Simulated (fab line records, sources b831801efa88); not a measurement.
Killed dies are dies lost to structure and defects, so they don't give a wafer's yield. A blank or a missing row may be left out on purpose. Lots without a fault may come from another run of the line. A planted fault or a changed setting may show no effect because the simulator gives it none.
fab line records | flow gf180mcu
record lots=5 wafers=15 last_day=34
route steps=602 shown V3@433 M4@456
lots that met no fault: from a run of the same line without faults
start_h: hours from the record's first day to the start of the lot's first wafer shown | wait_h: hours since the lot's step before | " the same as in the row above | L1.1+2: a row that stands for several wafers | - no value, or no start given | * or withheld: withheld | < > ~ a bound
route shown NAME@n: a module of which the file shows steps, and the number in the route of the first | usual: mean/standard deviation of fault-free wafers | same: alike in all rows | chamber/n: place in a boat | sites: the reading at each site | _std_site: their standard deviation | _edge_site: outer sites' mean less inner sites' | radius_mm: how far each site lies from the wafer's centre | mask NAME#n: copy n | behind: the tool/chamber that last shaped the wafer | hold: why the lot was held/for how many hours/how that ended | device: the transistor (n, p or np) that didn't switch | end of line: the same wafers' tests at the end of the route | a step without rows: its recipe alone | killed: dies lost to structure and defects at the first sort, not the wafer's yield | map: a wafer's dies, x killed, . not, _ none there
set.NAME: the setting as run; set.NAME@STEP: as run at that earlier step | model.NAME: the simulator's own value behind a step, which no gauge read
lots at some steps of the route; a table a step, a row a wafer
services: from which hour (start_h, from the record's first day; less than 0 if before it) a tool's chamber was out of use, for how many hours, and why
## steps
# step GF_V3_CMP_04
# recipe material=SiO2 down_force_psi=4 platen_rpm=60 pad_velocity_m_s=0.94248
# usual motor_current_A=11.8/1.3 time_to_endpoint_s=80/5.3
# columns lot.wafer tool chamber start_h wait_h motor_current_A time_to_endpoint_s
L075.4 cmp-02 3 499.69 0.0 11.0 76
L075.2 " 1 " " 13.6 75
L075.5 " 0 " " 12.1 87
L084.3 cmp-01 3 581.90 0.1 10.6 80
L084.1 " 0 " " 10.2 72
L084.5 " 2 " " 12.8 92
L085.3 cmp-01 3 587.89 0.1 9.8 77
L085.1 " 1 " " 12.7 75
L085.6 " 2 " " 12.4 89
L090.4 cmp-02 1 621.84 0.0 13.2 81
L090.5 " 1 " " 14.1 86
L090.6 " 2 " " 11.9 75
L096.3 cmp-02 1 666.46 0.1 14.0 80
L096.4 " 2 " " 11.6 81
L096.5 " 0 " " 11.9 86
# step GF_V3_BOW_MEAS_05
# recipe mode=bow
# usual V3_BOW=113/9.1
# columns lot.wafer tool chamber start_h wait_h V3_BOW[um]
L075.2 film_metro-03 - 500.01 0.2 116
L075.4 " - " " 116
L075.5 " - " " 115
L084.1 film_metro-03 - 582.15 0.1 111
L084.3 " - " " 124
L084.5 " - " " 123
L085.1 film_metro-03 - 588.14 0.1 123
L085.3 " - " " 95
L085.6 " - " " 91
L090.4 film_metro-02 - 622.21 0.3 119
L090.5 " - " " 116
L090.6 " - " " 107
L096.3 film_metro-02 - 666.70 0.2 105
L096.4 " - " " 108
L096.5 " - " " 116
# step GF_V3_DEHYDRATE_06
# recipe temp_c=200 time_s=60
# columns lot.wafer tool chamber start_h wait_h
L075.2+4+5 litho_track-03 0 511.09 11.1
L084.1+3+5 litho_track-04 0 592.04 9.9
L085.1+3+6 litho_track-01 0 598.18 10.0
L090.4+5+6 litho_track-04 0 631.96 9.7
L096.3+4+5 litho_track-01 0 675.47 8.8
# step GF_V3_HMDS_07
# recipe prime_time_s=60 prime_temp_c=120
# columns lot.wafer tool chamber start_h wait_h
L075.2+4+5 litho_track-03 0 511.24 0.1
L084.1+3+5 litho_track-04 0 592.19 0.1
L085.1+3+6 litho_track-01 0 598.33 0.1
L090.4+5+6 litho_track-04 0 632.11 0.1
L096.3+4+5 litho_track-01 0 675.62 0.1
# step GF_V3_COAT_08
# recipe resist=BARC temp_c=withheld time_s=withheld spin_rpm=withheld resist_thk_nm=withheld
# columns lot.wafer tool chamber start_h wait_h
L075.2+4+5 litho_track-03 0 511.39 0.1
L084.1+3+5 litho_track-04 0 592.34 0.1
L085.1+3+6 litho_track-01 0 598.48 0.1
L090.4+5+6 litho_track-04 0 632.26 0.1
L096.3+4+5 litho_track-01 0 675.77 0.1
# step GF_V3_COAT_09
# recipe resist=KrF spin_rpm=withheld resist_thk_nm=1000
# columns lot.wafer tool chamber start_h wait_h
L075.2+4+5 litho_track-03 0 - -
L084.1+3+5 litho_track-04 0 - -
L085.1+3+6 litho_track-01 0 - -
L090.4+5+6 litho_track-04 0 - -
L096.3+4+5 litho_track-01 0 - -
# step GF_V3_SOFTBAKE_10
# recipe temp_c=130 time_s=60 resist=KrF
# columns lot.wafer tool chamber start_h wait_h
L075.2+4+5 litho_track-03 0 - -
L084.1+3+5 litho_track-04 0 - -
L085.1+3+6 litho_track-01 0 - -
L090.4+5+6 litho_track-04 0 - -
L096.3+4+5 litho_track-01 0 - -
# step GF_V3_EXPOSE_11
# recipe mask_id=Via3 target_cd_nm=260 na=0.68 source_shape=conventional sigma_outer=0.6 dose_mj=38
# usual reticle_temp_C=23.03/0.1
# same na=0.68
# columns lot.wafer tool chamber start_h wait_h mask reticle_temp_C
L075.2 krf_scanner-01 0 - - Via3#0 23.09
L075.4 " 0 " " Via3#0 23.16
L075.5 " 0 " " Via3#0 23.08
L084.1 krf_scanner-01 0 - - Via3#0 23.19
L084.3 " 0 " " Via3#0 23.11
L084.5 " 0 " " Via3#0 23.11
L085.1 krf_scanner-01 0 - - Via3#0 22.76
L085.3 " 0 " " Via3#0 23.11
L085.6 " 0 " " Via3#0 23.01
L090.4 krf_scanner-02 0 - - Via3#0 23.28
L090.5 " 0 " " Via3#0 23.18
L090.6 " 0 " " Via3#0 23.14
L096.3 krf_scanner-02 0 - - Via3#0 22.98
L096.4 " 0 " " Via3#0 22.74
L096.5 " 0 " " Via3#0 22.96
# step GF_V3_PEB_12
# recipe peb_temp_c=135 peb_time_s=90 resist=KrF
# columns lot.wafer tool chamber start_h wait_h
L075.2+4+5 litho_track-04 0 - -
L084.1+3+5 litho_track-01 0 - -
L085.1+3+6 litho_track-01 0 - -
L090.4+5+6 litho_track-01 0 - -
L096.3+4+5 litho_track-04 0 - -
# step GF_V3_DEVELOP_13
# recipe develop_time_s=60 resist=KrF dev_temp_c=21
# columns lot.wafer tool chamber start_h wait_h
L075.2+4+5 litho_track-04 0 523.41 0.2
L084.1+3+5 litho_track-01 0 603.27 0.2
L085.1+3+6 litho_track-01 0 609.47 0.2
L090.4+5+6 litho_track-01 0 642.20 0.1
L096.3+4+5 litho_track-04 0 685.34 0.1
# step GF_V3_CD_MEAS_14
# recipe target_cd_nm=260
# usual cd_nm=259.8/1.2
# columns lot.wafer tool chamber start_h wait_h cd_nm
L075.2 cd_sem-01 - 523.56 0.1 260.7
L075.4 " - " " 259.9
L075.5 " - " " 259.6
L084.1 cd_sem-01 - 603.42 0.1 259.3
L084.3 " - " " 259.2
L084.5 " - " " 258.5
L085.1 cd_sem-01 - 609.63 0.1 259.2
L085.3 " - " " 258.8
L085.6 " - " " 259.2
L090.4 cd_sem-02 - 642.33 0.1 259.4
L090.5 " - " " 259.4
L090.6 " - " " 259.5
L096.3 cd_sem-01 - 685.48 0.1 261.5
L096.4 " - " " 261.0
L096.5 " - " " 260.2
# step GF_V3_OVL_MEAS_15
# usual V3_OVL=0/5.4
# columns lot.wafer tool chamber start_h wait_h V3_OVL[nm]
L075.2 overlay-01 - 523.66 0.1 0
L075.4 " - " " 1
L075.5 " - " " -7
L084.1 overlay-02 - 603.54 0.1 5
L084.3 " - " " -1
L084.5 " - " " -2
L085.1 overlay-02 - 609.75 0.1 -3
L085.3 " - " " -3
L085.6 " - " " 4
L090.4 overlay-02 - 642.41 0.1 3
L090.5 " - " " -6
L090.6 " - " " 4
L096.3 overlay-01 - 685.57 0.1 10
L096.4 " - " " 4
L096.5 " - " " 0
# step GF_V3_ETCH_16
# recipe chemistry=N2/H2 target_depth_a=withheld overetch_a=withheld time_s=withheld target=BARC ion_energy_ev=200 source_w=500 bias_w=100 pressure_mtorr=30 n2_flow_sccm=100 h2_flow_sccm=200
# usual drypump_motor_current_A=5.7/0.4 oes_product_au=0.853/0.0048 throttle_valve_pct=13.226/0.0087
# columns lot.wafer tool chamber start_h wait_h drypump_motor_current_A oes_product_au throttle_valve_pct
L075.2 rie_diel-02 0 523.69 0.0 5.7 0.849 13.226
L075.4 " 3 " " 6.4 0.849 13.227
L075.5 " 2 " " 5.5 0.855 13.214
L084.1 rie_diel-04 0 603.58 0.0 5.5 0.850 13.242
L084.3 " 2 " " 5.8 0.844 13.215
L084.5 " 0 " " 5.5 0.852 13.221
L085.1 rie_diel-04 1 609.79 0.0 5.8 0.851 13.212
L085.3 " 2 " " 5.8 0.860 13.229
L085.6 " 0 " " 5.5 0.855 13.224
L090.4 rie_diel-01 0 642.43 0.0 5.1 0.854 13.220
L090.5 " 3 " " 6.0 0.858 13.221
L090.6 " 2 " " 5.0 0.852 13.210
L096.3 rie_diel-02 1 685.59 0.0 6.7 0.845 13.216
L096.4 " 2 " " 5.5 0.851 13.225
L096.5 " 1 " " 6.7 0.848 13.220
# step GF_V3_ETCH_17
# recipe chemistry=C4F8/O2/Ar mask_material=KrF target=SiO2 stop_on=TiN source_w=1500 bias_w=1200 pressure_mtorr=40 c4f8_flow_sccm=withheld O2_flow_sccm=6 Ar_flow_sccm=300 time_s=withheld target_depth_a=6350
# usual oes_product_au=0.855/0.0044
# columns lot.wafer tool chamber start_h wait_h oes_product_au
L075.2 rie_diel-02 0 - - 0.849
L075.4 " 3 " " 0.854
L075.5 " 2 " " 0.855
L084.1 rie_diel-04 0 - - 0.855
L084.3 " 2 " " 0.856
L084.5 " 0 " " 0.863
L085.1 rie_diel-04 1 - - 0.866
L085.3 " 2 " " 0.858
L085.6 " 0 " " 0.856
L090.4 rie_diel-01 0 - - 0.852
L090.5 " 3 " " 0.848
L090.6 " 2 " " 0.854
L096.3 rie_diel-02 1 - - 0.852
L096.4 " 2 " " 0.856
L096.5 " 1 " " 0.862
# step GF_V3_STRIP_18
# recipe chemistry=O2/N2 power_w=1400 pressure_mtorr=1500 platen_temp_c=250 o2_flow_sccm=3000 n2_flow_sccm=300 overash_fraction=0.5
# usual drypump_motor_current_A=5.9/0.47 heater_power_w=352/34 o2_flow_sccm=2999/8.8 oes_product_au=0.593/0.0048
# columns lot.wafer tool chamber start_h wait_h drypump_motor_current_A heater_power_w o2_flow_sccm oes_product_au rf_hours_counter_h
L075.2 plasma_asher-01 0 523.82 - 6.7 407 3001 0.587 88
L075.4 " 1 " " 6.0 325 2976 0.593 -
L075.5 " 0 " " 6.6 415 2999 0.590 -
L084.1 plasma_asher-03 0 603.71 - 5.3 344 3008 0.588 49
L084.3 " 0 " " 5.4 350 3006 0.587 -
L084.5 " 1 " " 5.1 325 3000 0.601 -
L085.1 plasma_asher-03 1 609.92 - 5.1 323 2994 0.596 50
L085.3 " 1 " " 5.1 330 3000 0.594 -
L085.6 " 0 " " 5.4 345 2984 0.600 -
L090.4 plasma_asher-02 1 642.59 - 5.7 330 2999 0.597 -
L090.5 " 0 " " 5.9 368 3007 0.598 -
L090.6 " 1 " " 5.7 330 2996 0.598 -
L096.3 plasma_asher-01 1 685.75 - 6.0 319 2980 0.585 -
L096.4 " 0 " " 6.7 411 2985 0.593 -
L096.5 " 1 " " 6.0 329 2995 0.591 -
# step GF_V3_STRIP_19
# recipe chemistry=post_etch_residue_remover time_s=1200 temp_c=72.5
# usual temp_c=72.50/0.12
# columns lot.wafer tool chamber start_h wait_h temp_c
L075.2 wet_bench-02 2 523.92 0.1 72.47
L075.4 " 2 " " 72.52
L075.5 " 2 " " 72.53
L084.1 wet_bench-02 0 603.81 0.1 72.40
L084.3 " 0 " " 72.40
L084.5 " 0 " " 72.61
L085.1 wet_bench-03 0 610.02 0.1 72.54
L085.3 " 0 " " 72.50
L085.6 " 0 " " 72.76
L090.4 wet_bench-04 3 642.66 0.0 72.37
L090.5 " 3 " " 72.23
L090.6 " 3 " " 72.40
L096.3 wet_bench-04 3 685.82 0.0 72.69
L096.4 " 3 " " 72.58
L096.5 " 3 " " 72.65
# step GF_V3_CLEAN_20
# recipe chemistry=DIW dry=n2_spin
# columns lot.wafer tool chamber start_h wait_h
L075.2+4+5 wet_bench-03 1 524.26 0.0
L084.1+3+5 wet_bench-04 3 604.18 0.0
L085.1+3+6 wet_bench-04 2 610.36 0.0
L090.4+5+6 wet_bench-04 2 643.03 0.0
L096.3+4+5 wet_bench-03 1 686.16 0.0
# step GF_V3_SPUTTER_21
# recipe material=Ti target_thk_nm=15 chamber_pressure_pa=5 power_w=2500 substrate_temp_c=200 time_s=80.02
# usual throttle_valve_pct=29.6/0.87
# columns lot.wafer tool chamber start_h wait_h throttle_valve_pct
L075.2 pvd_sputter-01 - 524.36 0.0 30.1
L075.4 " - " " 28.9
L075.5 " - " " 30.1
L084.1 pvd_sputter-03 - 604.27 0.0 28.8
L084.3 " - " " 29.5
L084.5 " - " " 29.6
L085.1 pvd_sputter-04 - 610.45 0.0 29.3
L085.3 " - " " 31.1
L085.6 " - " " 31.0
L090.4 pvd_sputter-01 - 643.13 0.0 29.1
L090.5 " - " " 30.5
L090.6 " - " " 29.7
L096.3 pvd_sputter-03 - 686.25 0.0 29.1
L096.4 " - " " 28.6
L096.5 " - " " 28.8
# step GF_V3_SPUTTER_22
# recipe material=TiN target_thk_nm=10 chamber_pressure_pa=5 power_w=4000 time_s=40
# usual throttle_valve_pct=29.6/0.9
# columns lot.wafer tool chamber start_h wait_h throttle_valve_pct
L075.2 pvd_sputter-01 - 524.42 0.0 29.7
L075.4 " - " " 28.9
L075.5 " - " " 30.3
L084.1 pvd_sputter-03 - 604.34 0.0 28.7
L084.3 " - " " 29.2
L084.5 " - " " 29.4
L085.1 pvd_sputter-04 - 610.51 0.0 29.9
L085.3 " - " " 31.2
L085.6 " - " " 31.1
L090.4 pvd_sputter-01 - 643.19 0.0 29.0
L090.5 " - " " 30.4
L090.6 " - " " 29.7
L096.3 pvd_sputter-03 - 686.32 0.0 28.9
L096.4 " - " " 28.8
L096.5 " - " " 28.8
# step GF_V3_CVD_23
# recipe material=W target_thk_nm=350 time_s=104.9 temp_c=400 pressure_torr=40
# usual heater_power_w=887/58 susceptor_temp_C=399.94/0.24
# columns lot.wafer tool chamber start_h wait_h heater_power_w susceptor_temp_C
L075.2 cvd_w-01 0 524.47 0.0 988 399.70
L075.4 " 0 " " 931 399.92
L075.5 " 0 " " 930 399.74
L084.1 cvd_w-01 0 604.37 0.0 950 399.99
L084.3 " 0 " " 954 399.93
L084.5 " 1 " " 831 400.19
L085.1 cvd_w-02 1 610.55 0.0 782 399.71
L085.3 " 1 " " 796 399.89
L085.6 " 0 " " 914 399.36
L090.4 cvd_w-01 0 643.27 0.1 948 400.21
L090.5 " 0 " " 973 399.94
L090.6 " 1 " " 857 400.06
L096.3 cvd_w-01 0 686.39 0.1 946 400.39
L096.4 " 1 " " 871 399.90
L096.5 " 1 " " 864 400.00
# step GF_V3_RS_MEAS_24
# recipe thk_meas_gauge=four-point-probe reads=W_of_V3_CVD_23+TiN_of_V3_SPUTTER_22+Ti_of_V3_SPUTTER_21
# usual V3_W_RS=0.329/0.0038
# columns lot.wafer tool chamber start_h wait_h V3_W_RS[ohm/sq]
L075.2 film_metro-02 - 524.60 0.1 0.325
L075.4 " - " " 0.323
L075.5 " - " " 0.324
L084.1 film_metro-01 - 604.49 0.1 0.330
L084.3 " - " " 0.325
L084.5 " - " " 0.328
L085.1 film_metro-02 - 610.66 0.1 0.326
L085.3 " - " " 0.323
L085.6 " - " " 0.324
L090.4 film_metro-02 - 643.40 0.1 0.328
L090.5 " - " " 0.325
L090.6 " - " " 0.328
L096.3 film_metro-01 - 686.51 0.1 0.326
L096.4 " - " " 0.332
L096.5 " - " " 0.332
# step GF_V3_THK_MEAS_25
# recipe thk_meas_gauge=xrf reads=W_of_V3_CVD_23
# usual V3_W_THK=351/4.7
# columns lot.wafer tool chamber start_h wait_h V3_W_THK[nm]
L075.2 film_metro-02 - 524.71 0.1 354
L075.4 " - " " 359
L075.5 " - " " 355
L084.1 film_metro-01 - 604.61 0.1 350
L084.3 " - " " 358
L084.5 " - " " 354
L085.1 film_metro-02 - 610.78 0.1 356
L085.3 " - " " 360
L085.6 " - " " 356
L090.4 film_metro-02 - 643.49 0.1 352
L090.5 " - " " 354
L090.6 " - " " 353
L096.3 film_metro-01 - 686.61 0.1 355
L096.4 " - " " 349
L096.5 " - " " 348
# step GF_V3_CMP_26
# recipe stop_on=SiO2 down_force_psi=3.5 platen_rpm=60 t_overpolish_s=15 target_thk_nm=0 pad_velocity_m_s=0.94248
# usual motor_current_A=10.7/1.2 overpolish_run_s=15.000/0.0085 time_to_endpoint_s=83/3.9
# columns lot.wafer tool chamber start_h wait_h motor_current_A overpolish_run_s time_to_endpoint_s
L075.4 cmp-02 2 524.76 0.0 10.9 15.005 86
L075.2 " 3 " " 9.9 15.009 87
L075.5 " 2 " " 10.8 15.009 82
L084.1 cmp-02 2 604.67 0.1 11.2 14.998 75
L084.3 " 3 " " 10.5 15.005 83
L084.5 " 3 " " 9.7 14.994 76
L085.3 cmp-01 2 610.89 0.1 11.2 14.996 91
L085.1 " 3 " " 9.1 15.008 84
L085.6 " 2 " " 11.8 14.999 91
L090.4 cmp-01 2 643.67 0.2 11.2 14.987 89
L090.6 " 3 " " 9.3 14.980 82
L090.5 " 0 " " 9.1 15.021 86
L096.3 cmp-01 3 686.65 0.0 9.5 14.999 79
L096.4 " 1 " " 12.1 14.999 80
L096.5 " 3 " " 8.9 15.006 77
# step GF_M4_SPUTTER_00
# recipe material=Ti target_thk_nm=37.5 arriving_ion_energy_ev=80 substrate_temp_c=200 chamber_pressure_pa=2 power_w=4000 time_s=150
# usual throttle_valve_pct=29.7/1
# columns lot.wafer tool chamber start_h wait_h throttle_valve_pct
L075.2 pvd_sputter-04 - 525.06 0.2 30.6
L075.4 " - " " 31.2
L075.5 " - " " 27.8
L084.1 pvd_sputter-01 - 604.97 0.2 28.6
L084.3 " - " " 30.1
L084.5 " - " " 30.2
L085.1 pvd_sputter-01 - 611.14 0.1 29.1
L085.3 " - " " 29.9
L085.6 " - " " 29.0
L090.4 pvd_sputter-01 - 643.82 0.1 30.5
L090.5 " - " " 30.1
L090.6 " - " " 29.8
L096.3 pvd_sputter-04 - 686.95 0.2 30.5
L096.4 " - " " 31.1
L096.5 " - " " 29.6
# step GF_M4_SPUTTER_01
# recipe material=TiN target_thk_nm=30 power_w=6500 time_s=25 chamber_pressure_pa=0.4
# usual throttle_valve_pct=29.7/1
# columns lot.wafer tool chamber start_h wait_h throttle_valve_pct
L075.2 pvd_sputter-04 - 525.16 0.1 30.6
L075.4 " - " " 31.1
L075.5 " - " " 27.5
L084.1 pvd_sputter-01 - 605.07 0.1 28.6
L084.3 " - " " 30.3
L084.5 " - " " 30.6
L085.1 pvd_sputter-01 - 611.24 0.1 28.6
L085.3 " - " " 30.2
L085.6 " - " " 28.8
L090.4 pvd_sputter-01 - 643.92 0.1 30.8
L090.5 " - " " 30.2
L090.6 " - " " 29.6
L096.3 pvd_sputter-04 - 687.05 0.1 30.5
L096.4 " - " " 30.6
L096.5 " - " " 29.7
# step GF_M4_SPUTTER_02
# recipe material=AlCu target_thk_nm=450 power_w=10600 time_s=23.9 chamber_pressure_pa=0.4
# usual throttle_valve_pct=29.7/1
# columns lot.wafer tool chamber start_h wait_h throttle_valve_pct
L075.2 pvd_sputter-04 - 525.19 0.0 30.5
L075.4 " - " " 30.9
L075.5 " - " " 27.5
L084.1 pvd_sputter-01 - 605.10 0.0 29.2
L084.3 " - " " 30.0
L084.5 " - " " 30.3
L085.1 pvd_sputter-01 - 611.27 0.0 29.0
L085.3 " - " " 30.1
L085.6 " - " " 29.0
L090.4 pvd_sputter-01 - 643.96 0.0 30.6
L090.5 " - " " 30.0
L090.6 " - " " 29.6
L096.3 pvd_sputter-04 - 687.08 0.0 30.8
L096.4 " - " " 31.2
L096.5 " - " " 29.8
# step GF_M4_SPUTTER_03
# recipe material=Ti target_thk_nm=10 substrate_temp_c=300 chamber_pressure_pa=0.3 power_w=3000 time_s=6.7
# usual throttle_valve_pct=29.7/1
# columns lot.wafer tool chamber start_h wait_h throttle_valve_pct
L075.2 pvd_sputter-04 - 525.22 0.0 30.7
L075.4 " - " " 31.1
L075.5 " - " " 27.6
L084.1 pvd_sputter-01 - 605.13 0.0 28.9
L084.3 " - " " 30.3
L084.5 " - " " 30.6
L085.1 pvd_sputter-01 - 611.30 0.0 28.8
L085.3 " - " " 29.8
L085.6 " - " " 28.9
L090.4 pvd_sputter-01 - 643.99 0.0 30.8
L090.5 " - " " 29.9
L090.6 " - " " 29.7
L096.3 pvd_sputter-04 - 687.11 0.0 30.7
L096.4 " - " " 31.1
L096.5 " - " " 29.6
# step GF_M4_SPUTTER_04
# recipe material=TiN target_thk_nm=50 power_w=6500 time_s=41.7 chamber_pressure_pa=0.4
# usual throttle_valve_pct=29.7/1
# columns lot.wafer tool chamber start_h wait_h throttle_valve_pct
L075.2 pvd_sputter-04 - 525.24 0.0 30.6
L075.4 " - " " 31.0
L075.5 " - " " 27.4
L084.1 pvd_sputter-01 - 605.15 0.0 28.8
L084.3 " - " " 30.1
L084.5 " - " " 30.4
L085.1 pvd_sputter-01 - 611.32 0.0 28.9
L085.3 " - " " 30.2
L085.6 " - " " 29.0
L090.4 pvd_sputter-01 - 644.01 0.0 30.3
L090.5 " - " " 30.5
L090.6 " - " " 29.8
L096.3 pvd_sputter-04 - 687.13 0.0 30.6
L096.4 " - " " 31.0
L096.5 " - " " 29.8
# step GF_M4_RS_MEAS_05
# recipe thk_meas_gauge=four-point-probe reads=TiN_of_M4_SPUTTER_04+Ti_of_M4_SPUTTER_03+AlCu_of_M4_SPUTTER_02+TiN_of_M4_SPUTTER_01+Ti_of_M4_SPUTTER_00
# usual M4_ALCU_RS=0.0697/0.00079
# columns lot.wafer tool chamber start_h wait_h M4_ALCU_RS[ohm/sq]
L075.2 film_metro-02 - 525.30 0.0 0.0696
L075.4 " - " " 0.0687
L075.5 " - " " 0.0694
L084.1 film_metro-01 - 605.19 0.0 0.0709
L084.3 " - " " 0.0710
L084.5 " - " " 0.0707
L085.1 film_metro-01 - 611.36 0.0 0.0699
L085.3 " - " " 0.0692
L085.6 " - " " 0.0695
L090.4 film_metro-02 - 644.11 0.1 0.0694
L090.5 " - " " 0.0699
L090.6 " - " " 0.0701
L096.3 film_metro-01 - 687.21 0.1 0.0710
L096.4 " - " " 0.0702
L096.5 " - " " 0.0705
# step GF_M4_THK_MEAS_06
# recipe thk_meas_gauge=xrf reads=AlCu_of_M4_SPUTTER_02
# usual M4_ALCU_THK=440/4.6
# columns lot.wafer tool chamber start_h wait_h M4_ALCU_THK[nm]
L075.2 film_metro-02 - 525.41 0.1 437
L075.4 " - " " 444
L075.5 " - " " 438
L084.1 film_metro-01 - 605.31 0.1 435
L084.3 " - " " 435
L084.5 " - " " 438
L085.1 film_metro-01 - 611.48 0.1 441
L085.3 " - " " 450
L085.6 " - " " 444
L090.4 film_metro-02 - 644.20 0.1 442
L090.5 " - " " 439
L090.6 " - " " 438
L096.3 film_metro-01 - 687.31 0.1 434
L096.4 " - " " 438
L096.5 " - " " 438
# step GF_M4_DEHYDRATE_07
# recipe temp_c=200 time_s=60
# columns lot.wafer tool chamber start_h wait_h
L075.2+4+5 litho_track-02 0 535.92 10.5
L084.1+3+5 litho_track-02 0 614.89 9.6
L085.1+3+6 litho_track-02 0 620.79 9.3
L090.4+5+6 litho_track-01 0 653.65 9.4
L096.3+4+5 litho_track-01 0 696.17 8.9
# step GF_M4_HMDS_08
# recipe prime_time_s=60 prime_temp_c=120
# columns lot.wafer tool chamber start_h wait_h
L075.2+4+5 litho_track-02 0 536.07 0.1
L084.1+3+5 litho_track-02 0 615.04 0.1
L085.1+3+6 litho_track-02 0 620.94 0.1
L090.4+5+6 litho_track-01 0 653.80 0.1
L096.3+4+5 litho_track-01 0 696.32 0.1
# step GF_M4_COAT_09
# recipe resist=KrF spin_rpm=withheld resist_thk_nm=1000
# columns lot.wafer tool chamber start_h wait_h
L075.2+4+5 litho_track-02 0 536.22 0.1
L084.1+3+5 litho_track-02 0 615.19 0.1
L085.1+3+6 litho_track-02 0 621.09 0.1
L090.4+5+6 litho_track-01 0 653.95 0.1
L096.3+4+5 litho_track-01 0 696.47 0.1
# step GF_M4_SOFTBAKE_10
# recipe temp_c=130 time_s=60 resist=KrF
# columns lot.wafer tool chamber start_h wait_h
L075.2+4+5 litho_track-02 0 536.37 0.1
L084.1+3+5 litho_track-02 0 615.34 0.1
L085.1+3+6 litho_track-02 0 621.24 0.1
L090.4+5+6 litho_track-01 0 654.10 0.1
L096.3+4+5 litho_track-01 0 696.62 0.1
# step GF_M4_EXPOSE_11
# recipe mask_id=Metal4 target_cd_nm=280 na=0.68 source_shape=conventional sigma_outer=0.6 dose_mj=28
# usual reticle_temp_C=23.02/0.12
# same na=0.68
# columns lot.wafer tool chamber start_h wait_h mask reticle_temp_C
L075.2 krf_scanner-01 0 - - Metal4#0 23.10
L075.4 " 0 " " Metal4#0 23.09
L075.5 " 0 " " Metal4#0 23.18
L084.1 krf_scanner-01 0 - - Metal4#0 22.82
L084.3 " 0 " " Metal4#0 23.12
L084.5 " 0 " " Metal4#0 23.07
L085.1 krf_scanner-01 0 - - Metal4#0 23.01
L085.3 " 0 " " Metal4#0 23.07
L085.6 " 0 " " Metal4#0 22.88
L090.4 krf_scanner-01 0 - - Metal4#0 23.00
L090.5 " 0 " " Metal4#0 23.11
L090.6 " 0 " " Metal4#0 23.00
L096.3 krf_scanner-01 0 - - Metal4#0 22.94
L096.4 " 0 " " Metal4#0 23.12
L096.5 " 0 " " Metal4#0 22.87
# step GF_M4_PEB_12
# recipe peb_temp_c=135 peb_time_s=90 resist=KrF
# columns lot.wafer tool chamber start_h wait_h
L075.2+4+5 litho_track-02 0 - -
L084.1+3+5 litho_track-02 0 - -
L085.1+3+6 litho_track-01 0 - -
L090.4+5+6 litho_track-03 0 - -
L096.3+4+5 litho_track-03 0 - -
# step GF_M4_DEVELOP_13
# recipe develop_time_s=60 dev_temp_c=21
# columns lot.wafer tool chamber start_h wait_h
L075.2+4+5 litho_track-02 0 547.67 0.2
L084.1+3+5 litho_track-02 0 625.74 0.2
L085.1+3+6 litho_track-01 0 631.27 0.2
L090.4+5+6 litho_track-03 0 663.54 0.1
L096.3+4+5 litho_track-03 0 706.47 0.1
# step GF_M4_CD_MEAS_14
# recipe target_cd_nm=280
# usual cd_nm=279.9/1.4
# columns lot.wafer tool chamber start_h wait_h cd_nm
L075.2 cd_sem-02 - 547.81 0.1 281.2
L075.4 " - " " 281.2
L075.5 " - " " 280.9
L084.1 cd_sem-02 - 625.89 0.1 279.5
L084.3 " - " " 280.5
L084.5 " - " " 279.6
L085.1 cd_sem-01 - 631.42 0.1 280.8
L085.3 " - " " 280.4
L085.6 " - " " 281.6
L090.4 cd_sem-01 - 663.72 0.1 280.5
L090.5 " - " " 278.1
L090.6 " - " " 278.1
L096.3 cd_sem-02 - 706.61 0.1 281.7
L096.4 " - " " 283.5
L096.5 " - " " 282.9
# step GF_M4_OVL_MEAS_15
# usual M4_OVL=4/6.6
# columns lot.wafer tool chamber start_h wait_h M4_OVL[nm]
L075.2 overlay-02 - 547.92 0.1 5
L075.4 " - " " -2
L075.5 " - " " -7
L084.1 overlay-02 - 626.01 0.1 -6
L084.3 " - " " -3
L084.5 " - " " -5
L085.1 overlay-02 - 631.54 0.1 13
L085.3 " - " " 20
L085.6 " - " " 13
L090.4 overlay-02 - 663.79 0.1 10
L090.5 " - " " 1
L090.6 " - " " 12
L096.3 overlay-01 - 706.70 0.1 6
L096.4 " - " " -1
L096.5 " - " " 10
# step GF_M4_METAL_ETCH_16
# recipe chemistry=Cl2/BCl3 mask_material=KrF target_depth_nm=627.5 stop_on=SiO2 pressure_mtorr=8 icp_w=800 bias_w=140 Cl2_flow_sccm=80 bcl3_flow_sccm=40 time_s=104.6
# usual drypump_motor_current_A=6.04/0.1 oes_product_au=0.971/0.0067 throttle_valve_pct=28.252/0.0099
# columns lot.wafer tool chamber start_h wait_h drypump_motor_current_A oes_product_au rf_hours_counter_h throttle_valve_pct
L075.2 rie_metal-04 0 547.95 0.0 6.15 0.974 0 28.251
L075.4 " 0 " " 6.14 0.970 - 28.252
L075.5 " 1 " " 5.93 0.970 - 28.250
L084.1 rie_metal-03 1 626.05 0.0 6.19 0.966 11 28.259
L084.3 " 0 " " 5.97 0.969 - 28.269
L084.5 " 0 " " 5.99 0.962 - 28.265
L085.1 rie_metal-04 1 631.58 0.0 5.94 0.967 13 28.260
L085.3 " 1 " " 5.96 0.977 - 28.241
L085.6 " 0 " " 6.16 0.974 - 28.245
L090.4 rie_metal-04 0 663.85 0.0 6.15 0.976 - 28.252
L090.5 " 0 " " 6.14 0.966 - 28.256
L090.6 " 1 " " 5.95 0.960 - 28.257
L096.3 rie_metal-02 1 706.76 0.1 5.95 0.967 - 28.255
L096.4 " 0 " " 6.09 0.972 - 28.246
L096.5 " 1 " " 5.90 0.974 - 28.250
## services
# columns tool chamber start_h hours kind
rie_diel-02 1 490.76 7.0 repair
cmp-02 - 504.09 0.2 repair
cmp-01 - 508.88 1.8 repair
cmp-02 - 521.19 1.4 repair
cmp-02 - 536.71 4.7 repair
rie_diel-04 2 539.92 2.8 repair
rie_diel-04 3 542.34 6.0 repair
rie_diel-02 0 543.70 4.2 repair
krf_scanner-01 - 550.53 1.0 pm
cmp-01 - 563.35 2.3 repair
cmp-01 - 573.11 4.0 pm
krf_scanner-01 - 573.86 1.3 pm
rie_diel-04 2 580.00 8.3 repair
cmp-02 - 589.34 0.9 repair
rie_diel-02 2 590.99 21.0 repair
krf_scanner-01 - 593.01 0.8 pm
cmp-01 - 616.10 4.1 pm
rie_diel-02 - 634.03 0.3 repair
pvd_sputter-03 - 642.77 6.2 repair
krf_scanner-01 - 647.84 0.4 repair
krf_scanner-01 - 649.25 3.6 pm
rie_diel-02 - 654.99 0.8 repair
cmp-01 - 685.62 0.9 repair
krf_scanner-01 - 701.36 0.5 repair
## key
fault none
